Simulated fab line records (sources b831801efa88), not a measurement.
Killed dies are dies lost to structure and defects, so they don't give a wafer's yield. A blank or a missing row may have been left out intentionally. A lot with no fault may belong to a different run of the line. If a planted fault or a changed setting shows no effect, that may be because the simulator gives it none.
Which tool did it? + flow sky130 + 13 lots, 39 wafers sampled, at 2 steps of a route of 708

WHAT THE GAUGES READ, wafer by wafer
SKY_METAL3_OVL_MEAS_14. Usual: METAL3_OVL 3 nm, standard deviation 5.2.
| lot  | measured     | on         | METAL3_OVL (nm) | flag |
|------|--------------|------------|-----------------|------|
| L254 | day 39 04:12 | overlay-02 | -5 -8 -1        |      |
| L255 | day 39 19:45 | overlay-02 | 1 -1 2          |      |
| L256 | day 40 02:52 | overlay-02 | 18 5 10         |      |
| L258 | day 40 09:51 | overlay-02 | -1 3 -3         |      |
| L259 | day 40 19:06 | overlay-01 | 3 6 4           |      |
| L262 | day 41 16:45 | overlay-02 | 7 2 1           |      |
| L261 | day 41 21:07 | overlay-02 | 2 1 6           |      |
| L263 | day 42 03:23 | overlay-01 | -5 3 -1         |      |
| L264 | day 42 06:02 | overlay-02 | -1 11 1         |      |
| L265 | day 43 00:05 | overlay-01 | 3 -6 1          |      |
| L266 | day 43 01:47 | overlay-01 | 7 -3 7          |      |
| L267 | day 43 02:57 | overlay-02 | 1 -2 0          |      |
| L268 | day 43 05:55 | overlay-01 | 11 10 10        |      |

SKY_VIA3_OVL_MEAS_13. Usual: VIA3_OVL 3 nm, standard deviation 5.2.
| lot  | measured     | on         | VIA3_OVL (nm) | flag |
|------|--------------|------------|---------------|------|
| L254 | day 40 06:53 | overlay-01 | 0 -4 1        |      |
| L255 | day 40 22:29 | overlay-02 | 4 6 8         |      |
| L256 | day 41 04:53 | overlay-01 | 3 2 5         |      |
| L258 | day 41 11:24 | overlay-01 | -9 -2 -1      |      |
| L259 | day 41 21:49 | overlay-01 | 4 7 2         |      |
| L262 | day 42 18:05 | overlay-01 | 6 14 13       |      |
| L261 | day 42 21:38 | overlay-02 | 1 12 2        |      |
| L263 | day 43 04:59 | overlay-01 | 7 7 7         |      |
| L264 | day 43 06:20 | overlay-01 | 12 -1 7       |      |
| L265 | day 44 01:08 | overlay-01 | -4 2 -4       |      |
| L266 | day 44 02:52 | overlay-01 | -8 -3 -3      |      |
| L267 | day 44 03:53 | overlay-02 | 14 5 15       |      |
| L268 | day 44 06:38 | overlay-01 | 12 8 3        |      |

WHICH TOOL RAN EACH LOT (tool, then ch and the chambers of the sampled wafers, then the start)
The record holds no process step before these readings.

AS READ BY THE TOOLS THEMSELVES (means over the sampled wafers that have a number; for cases with no such wafer, the mark the record gives instead)
The record holds no such reading with a usual standard deviation.

THE ANSWER, worked out from the rows above alone
Rule: a lot counts as off when the mean over its wafers that have a number is more than 3 standard deviations away from the usual mean. Also off: a lot with no number at a reading for which 4 or more lots have one. Where the step has rows for the other lots, those lots are counted as sound. Order of review: gauges by route order, followed by the tools' own readings, for which a lot's mean as printed above is used. At the first step where some lot is off, the reading lying furthest off is the one used; lots without a number count as furthest.
No lot is off at any reading shown: from this, nothing can be told.

WHAT HAD BEEN PUT IN BY THE SIMULATOR
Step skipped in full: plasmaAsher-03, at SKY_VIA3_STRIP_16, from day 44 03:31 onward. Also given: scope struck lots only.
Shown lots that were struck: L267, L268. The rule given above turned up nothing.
